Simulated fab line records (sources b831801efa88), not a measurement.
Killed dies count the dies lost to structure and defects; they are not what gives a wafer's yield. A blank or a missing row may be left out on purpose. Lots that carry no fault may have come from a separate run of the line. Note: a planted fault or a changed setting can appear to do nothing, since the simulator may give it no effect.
fab line records ; flow sfq-line ; part 2 of 2: steps 24 to 33 of 33
record: lots: 5; wafers: 15; last-day: 95
route steps=325 shown L0@13 L0V@16 M0@28 I0@43
lots that met no fault: taken from a fault-free run of the same line
start-h: hours from the record's first day to the start of the lot's first wafer shown ; wait-h: time in hours since the lot's previous step ; " unchanged from the row above ; L1.1+2: several wafers, shown together as one row ; - no value present, or no start provided ; * or withheld: withheld ; < > ~ a bound
route shown NAME@n: names a module that has steps shown in the file, with the first one's number in the route ; usual: mean/standard deviation of fault-free wafers ; same: alike in all rows ; chamber/n: place in a boat ; sites: the reading at each site ; _std_site: how widely they spread, as a standard deviation ; _edge_site: outer sites' mean less inner sites' ; radius-mm: for every site, how far away it sits from the centre of the wafer ; mask NAME#n: copy n ; behind: tool/chamber where the wafer was last shaped ; hold: what put the lot on hold/how long, in hours/how the hold closed ; device: transistor that didn't switch, given as n, p or np ; end of line: the same wafers' tests at the end of the route ; for a step that has no rows: nothing shown but its recipe ; killed: at the first sort, the dies lost to defects and structure; wafer yield is something else ; map: a wafer's dies, x killed, . not, _ none there
set.NAME: the setting that was run; set.NAME@STEP: the one run at that earlier step ; model.NAME: the simulator's own value behind a step, which no gauge read
lots at some steps of the route; a table a step, a row a wafer
services: when a tool's chamber went out of use (start-h, in hours from the record's first day, below 0 if earlier), for how many hours, and the reason
== steps ==
step: SFQ_TRILAYER_M0_LITHO_DEVELOP_023
recipe: time-s: 60; resist: KrF
usual: chill-plate-temp-C: 23.02/0.12
lot.wafer;tool;chamber;start-h;wait-h;chill-plate-temp-C
L076.2;litho-track-02;0;274.93;0.1;23.04
L076.3;litho-track-02;0;274.93;0.1;22.92
L076.5;litho-track-02;0;274.93;0.1;23.07
L077.2;litho-track-01;0;284.53;0.1;22.99
L077.4;litho-track-01;0;284.53;0.1;22.96
L077.6;litho-track-01;0;284.53;0.1;23.14
L078.2;litho-track-02;0;295.33;0.1;23.11
L078.4;litho-track-02;0;295.33;0.1;23.02
L078.5;litho-track-02;0;295.33;0.1;23.05
L092.1;litho-track-01;0;423.77;0.1;22.88
L092.3;litho-track-01;0;423.77;0.1;22.87
L092.5;litho-track-01;0;423.77;0.1;23.17
L097.1;litho-track-03;0;485.42;0.1;23.29
L097.3;litho-track-03;0;485.42;0.1;23.21
L097.6;litho-track-03;0;485.42;0.1;23.18
step: SFQ_M0_OVL_MEAS_906
usual: M0_OVL: 2/5.7
lot.wafer;tool;chamber;start-h;wait-h;M0_OVL[nm]
L076.2;overlay-01;-;275.06;0.1;5
L076.3;overlay-01;-;275.06;0.1;5
L076.5;overlay-01;-;275.06;0.1;10
L077.2;overlay-02;-;284.66;0.1;-3
L077.4;overlay-02;-;284.66;0.1;2
L077.6;overlay-02;-;284.66;0.1;2
L078.2;overlay-02;-;295.46;0.1;5
L078.4;overlay-02;-;295.46;0.1;-4
L078.5;overlay-02;-;295.46;0.1;-5
L092.1;overlay-01;-;423.92;0.1;10
L092.3;overlay-01;-;423.92;0.1;12
L092.5;overlay-01;-;423.92;0.1;8
L097.1;overlay-02;-;485.57;0.1;1
L097.3;overlay-02;-;485.57;0.1;-2
L097.6;overlay-02;-;485.57;0.1;4
step: SFQ_TRILAYER_M0_BARC_OPEN_METAL_ETCH_031
recipe: mask-material: PR; chemistry: O2; target-depth-nm: 125; target: BARC; icp-w: 600; bias-w: 80; pressure-mtorr: 10; time-s: 41.7
usual: drypump-motor-current-A: 5.6/0.42; oes-product-au: 0.684/0.0048
lot.wafer;tool;chamber;start-h;wait-h;drypump-motor-current-A;oes-product-au;rf-hours-counter-h
L076.2;rie-metal-02;0;275.09;0.0;5.3;0.684;25
L076.3;rie-metal-02;0;275.09;0.0;5.3;0.686;-
L076.5;rie-metal-02;1;275.09;0.0;6.4;0.682;-
L077.2;rie-metal-03;0;284.69;0.0;5.5;0.689;21
L077.4;rie-metal-03;1;284.69;0.0;5.8;0.683;-
L077.6;rie-metal-03;0;284.69;0.0;5.5;0.682;-
L078.2;rie-metal-02;0;295.49;0.0;5.3;0.678;28
L078.4;rie-metal-02;1;295.49;0.0;6.4;0.682;-
L078.5;rie-metal-02;1;295.49;0.0;6.4;0.690;-
L092.1;rie-metal-02;1;423.95;0.0;6.4;0.683;3
L092.3;rie-metal-02;0;423.95;0.0;5.3;0.687;-
L092.5;rie-metal-02;1;423.95;0.0;6.5;0.678;-
L097.1;rie-metal-02;0;485.60;0.0;5.3;0.683;60
L097.3;rie-metal-02;0;485.60;0.0;5.3;0.681;-
L097.6;rie-metal-02;1;485.60;0.0;6.4;0.681;-
step: SFQ_TRILAYER_M0_ETCH_METAL_ETCH_024
recipe: target: Nb; stop-on: SiO2; mask-material: PR; chemistry: Cl2/Ar; target-depth-nm: 240; icp-w: 600; bias-w: 80; pressure-mtorr: 10; time-s: 120
usual: drypump-motor-current-A: 5.6/0.42; oes-product-au: 0.894/0.0077
lot.wafer;tool;chamber;start-h;wait-h;drypump-motor-current-A;oes-product-au;rf-hours-counter-h
L076.2;rie-metal-02;0;275.15;0.0;5.3;0.909;25
L076.3;rie-metal-02;0;275.15;0.0;5.3;0.907;-
L076.5;rie-metal-02;1;275.15;0.0;6.4;0.919;-
L077.2;rie-metal-03;0;284.75;0.0;5.5;0.891;21
L077.4;rie-metal-03;1;284.75;0.0;5.8;0.890;-
L077.6;rie-metal-03;0;284.75;0.0;5.5;0.888;-
L078.2;rie-metal-02;0;295.55;0.0;5.3;0.910;28
L078.4;rie-metal-02;1;295.55;0.0;6.5;0.888;-
L078.5;rie-metal-02;1;295.55;0.0;6.5;0.899;-
L092.1;rie-metal-02;1;424.01;0.0;6.4;0.884;3
L092.3;rie-metal-02;0;424.01;0.0;5.3;0.896;-
L092.5;rie-metal-02;1;424.01;0.0;6.4;0.887;-
L097.1;rie-metal-02;0;485.66;0.0;5.3;0.896;60
L097.3;rie-metal-02;0;485.66;0.0;5.3;0.885;-
L097.6;rie-metal-02;1;485.66;0.0;6.4;0.888;-
step: SFQ_TRILAYER_M0_STRIP_STRIP_025
recipe: gas: O2; power-w: 200; platen-temp-c: 40; overash-fraction: 0.65; chemistry: O2; pressure-mtorr: 50
usual: drypump-motor-current-A: 5.6/0.42; oes-product-au: 1.002/0.0078
lot.wafer;tool;chamber;start-h;wait-h;drypump-motor-current-A;oes-product-au;rf-hours-counter-h
L076.2;rie-metal-02;0;275.28;0.1;5.3;1.012;25
L076.3;rie-metal-02;0;275.28;0.1;5.3;1.007;-
L076.5;rie-metal-02;1;275.28;0.1;6.4;1.006;-
L077.2;rie-metal-03;0;284.88;0.1;5.5;0.997;21
L077.4;rie-metal-03;1;284.88;0.1;5.8;1.004;-
L077.6;rie-metal-03;0;284.88;0.1;5.5;0.996;-
L078.2;rie-metal-02;0;295.68;0.1;5.3;1.001;28
L078.4;rie-metal-02;1;295.68;0.1;6.5;1.005;-
L078.5;rie-metal-02;1;295.68;0.1;6.5;0.994;-
L092.1;rie-metal-02;1;424.14;0.1;6.5;0.998;3
L092.3;rie-metal-02;0;424.14;0.1;5.3;0.998;-
L092.5;rie-metal-02;1;424.14;0.1;6.5;1.000;-
L097.1;rie-metal-02;0;485.79;0.1;5.3;1.003;60
L097.3;rie-metal-02;0;485.79;0.1;5.3;1.006;-
L097.6;rie-metal-02;1;485.79;0.1;6.4;0.987;-
step: SFQ_TRILAYER_M0_STRIP_SOLV_CLEAN_026
recipe: chemistry: NMP; temp-c: 70; time-s: 600
lot.wafer;tool;chamber;start-h;wait-h
L076.2+3+5;wet-bench-03;7,0,6;275.88;0.4
L077.2+4+6;wet-bench-01;5,4,6;285.48;0.4
L078.2+4+5;wet-bench-03;5,1,6;296.28;0.4
L092.1+3+5;wet-bench-02;2,0,3;424.74;0.4
L097.1+3+6;wet-bench-03;3,7,4;486.39;0.4
step: SFQ_TRILAYER_I0_DEP_PECVD_027
recipe: material: SiO2; temp-c: 150; time-s: 111.11; pressure-torr: 2.4; rf-w: 183.3; precursor: SiH4/N2O; target-thk-nm: 500
usual: heater-power-w: 90/9; throttle-valve-pct: 24.5/0.96
lot.wafer;tool;chamber;start-h;wait-h;heater-power-w;throttle-valve-pct
L076.2;pecvd-04;0;276.05;0.0;98;23.8
L076.3;pecvd-04;1;276.05;0.0;79;25.2
L076.5;pecvd-04;1;276.05;0.0;81;25.0
L077.2;pecvd-03;0;285.65;0.0;92;25.9
L077.4;pecvd-03;1;285.65;0.0;82;24.1
L077.6;pecvd-03;0;285.65;0.0;95;26.4
L078.2;pecvd-04;0;296.47;0.0;85;24.1
L078.4;pecvd-04;0;296.47;0.0;88;24.1
L078.5;pecvd-04;1;296.47;0.0;82;25.1
L092.1;pecvd-04;1;424.91;0.0;83;25.4
L092.3;pecvd-04;0;424.91;0.0;93;24.1
L092.5;pecvd-04;0;424.91;0.0;96;24.0
L097.1;pecvd-01;1;486.56;0.0;87;24.5
L097.3;pecvd-01;2;486.56;0.0;106;23.4
L097.6;pecvd-01;0;486.56;0.0;81;23.7
step: SFQ_TRILAYER_I0_CMP_CMP_028
recipe: material: SiO2; down-force-psi: 3; platen-rpm: 60; pad-velocity-m-s: 0.94248
usual: motor-current-A: 10.2/0.84; time-to-endpoint-s: 217/7.9
lot.wafer;tool;chamber;start-h;wait-h;motor-current-A;time-to-endpoint-s
L076.3;cmp-02;2;277.23;1.1;11.4;210
L076.2;cmp-02;0;278.23;2.1;8.0;229
L076.5;cmp-02;2;279.23;3.1;10.6;211
L077.2;cmp-01;0;285.73;0.0;11.0;207
L077.4;cmp-01;3;287.23;1.5;10.3;230
L077.6;cmp-01;0;287.23;1.5;10.6;218
L078.4;cmp-01;2;296.55;0.0;10.0;230
L078.2;cmp-01;0;297.55;1.0;10.4;218
L078.5;cmp-01;3;299.05;2.5;10.0;229
L092.3;cmp-02;0;425.49;0.5;8.3;208
L092.1;cmp-02;2;426.49;1.5;10.7;207
L092.5;cmp-02;0;427.49;2.5;7.8;209
L097.3;cmp-02;0;489.91;3.3;8.4;223
L097.1;cmp-02;2;490.91;4.3;10.9;201
L097.6;cmp-02;0;491.91;5.3;8.5;228
step: SFQ_I0_BOW_MEAS_907
recipe: mode: bow
usual: I0_BOW: 0/6.7
lot.wafer;tool;chamber;start-h;wait-h;I0_BOW[um]
L076.2;film-metro-02;-;279.75;1.0;-3
L076.3;film-metro-02;-;279.75;1.0;-1
L076.5;film-metro-02;-;279.75;1.0;-12
L077.2;film-metro-04;-;288.75;2.5;-2
L077.4;film-metro-04;-;288.75;2.5;0
L077.6;film-metro-04;-;288.75;2.5;-11
L078.2;film-metro-02;-;299.57;1.5;-1
L078.4;film-metro-02;-;299.57;1.5;-2
L078.5;film-metro-02;-;299.57;1.5;1
L092.1;film-metro-01;-;427.99;1.0;0
L092.3;film-metro-01;-;427.99;1.0;-5
L092.5;film-metro-01;-;427.99;1.0;-5
L097.1;film-metro-02;-;492.91;1.5;6
L097.3;film-metro-02;-;492.91;1.5;5
L097.6;film-metro-02;-;492.91;1.5;-7
step: SFQ_TRILAYER_I0_METRO_MEASURE_029
usual: thk-nm: 200.1/1.3
lot.wafer;tool;chamber;start-h;wait-h;thk-nm
L076.2;film-metro-02;-;280.05;0.3;202.1
L076.3;film-metro-02;-;280.05;0.3;199.7
L076.5;film-metro-02;-;280.05;0.3;199.8
L077.2;film-metro-04;-;289.05;0.3;198.8
L077.4;film-metro-04;-;289.05;0.3;200.3
L077.6;film-metro-04;-;289.05;0.3;200.5
L078.2;film-metro-02;-;299.87;0.3;201.0
L078.4;film-metro-02;-;299.87;0.3;201.8
L078.5;film-metro-02;-;299.87;0.3;204.0
L092.1;film-metro-01;-;428.11;0.1;197.1
L092.3;film-metro-01;-;428.11;0.1;199.8
L092.5;film-metro-01;-;428.11;0.1;200.0
L097.1;film-metro-02;-;493.03;0.1;198.1
L097.3;film-metro-02;-;493.03;0.1;201.6
L097.6;film-metro-02;-;493.03;0.1;199.3
== services ==
tool;chamber;start-h;hours;kind
krf-scanner-01;-;83.15;12.6;repair
rie-metal-02;-;84.81;14.6;pm
rie-metal-03;0;95.85;11.9;repair
rie-metal-03;-;112.99;4.0;pm
krf-scanner-01;-;131.64;1.5;pm
pecvd-04;-;132.23;3.6;repair
krf-scanner-01;-;134.34;0.8;pm
rie-metal-03;0;146.80;10.5;repair
pecvd-04;-;158.06;2.9;repair
krf-scanner-01;-;183.53;1.0;pm
pecvd-04;2;188.80;5.9;repair
rie-diel-01;-;196.48;1.1;repair
krf-scanner-01;-;201.46;1.3;pm
rie-metal-02;-;203.10;0.6;repair
rie-diel-01;0;216.44;7.0;repair
rie-metal-02;-;245.08;0.7;repair
rie-diel-01;3;246.73;3.2;repair
rie-diel-01;1;270.29;2.8;repair
pecvd-04;-;283.86;3.4;repair
krf-scanner-01;-;302.36;0.8;pm
rie-diel-01;0;327.18;1.9;repair
rie-diel-01;-;336.00;15.6;pm
rie-metal-03;1;443.79;8.5;repair
rie-metal-02;-;456.79;0.6;repair
